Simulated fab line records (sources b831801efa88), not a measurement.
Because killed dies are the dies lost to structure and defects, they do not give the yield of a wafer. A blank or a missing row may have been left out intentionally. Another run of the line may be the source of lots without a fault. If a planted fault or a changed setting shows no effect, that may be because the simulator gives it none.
Which tool did it? / flow sky130 / 12 lots (36 wafers sampled), 1 step of a 708-step route

== WHAT THE GAUGES SHOWED, per wafer ==
SKY_LI_CONTACT_OVL_MEAS_13.
lot=L074; measured=day 29 19:28; on=overlay-02; LI_CONTACT_OVL (nm)=4 9 9
lot=L077; measured=day 30 01:53; on=overlay-01; LI_CONTACT_OVL (nm)=-9 2 -2
lot=L079; measured=day 30 20:51; on=overlay-02; LI_CONTACT_OVL (nm)=-3 1 -4
lot=L081; measured=day 31 20:45; on=overlay-02; LI_CONTACT_OVL (nm)=3 -1 6
lot=L084; measured=day 32 21:18; on=overlay-02; LI_CONTACT_OVL (nm)=-2 -2 4
lot=L085; measured=day 33 07:59; on=overlay-02; LI_CONTACT_OVL (nm)=2 -8 6
lot=L087; measured=day 34 01:37; on=overlay-02; LI_CONTACT_OVL (nm)=2 2 -5
lot=L089; measured=day 34 07:44; on=overlay-01; LI_CONTACT_OVL (nm)=8 3 -5
lot=L091; measured=day 34 23:44; on=overlay-02; LI_CONTACT_OVL (nm)=7 -1 -6
lot=L093; measured=day 35 15:10; on=overlay-02; LI_CONTACT_OVL (nm)=-4 -5 -1
lot=L095; measured=day 35 22:05; on=overlay-01; LI_CONTACT_OVL (nm)=2 -4 -3
lot=L097; measured=day 36 15:32; on=overlay-01; LI_CONTACT_OVL (nm)=-2 3 2

== WHICH TOOL RAN EACH LOT (tool, then ch and the chambers of the sampled wafers, then the start) ==
There is no process step in the record ahead of these readings.

== THE ANSWER, worked out from the rows above alone ==
Rule: the lots themselves supply what counts as usual. The widest of any qualifying gaps counts: lots, ordered by their means at a reading, are off when they make up no more than a third of the lots, leave a main group of 4 or more, and stand apart from it by 3 or more times the standard deviation of that group's means. Not used: any main group whose means are identical at the precision the tables above print for the reading. A lot without any number at a reading at which 4 lots or more have one is off too. The other lots that the step has rows for count as sound.
None of the lots is off at any reading shown; this tells nothing.

== WHAT THE SIMULATOR HAD INSERTED ==
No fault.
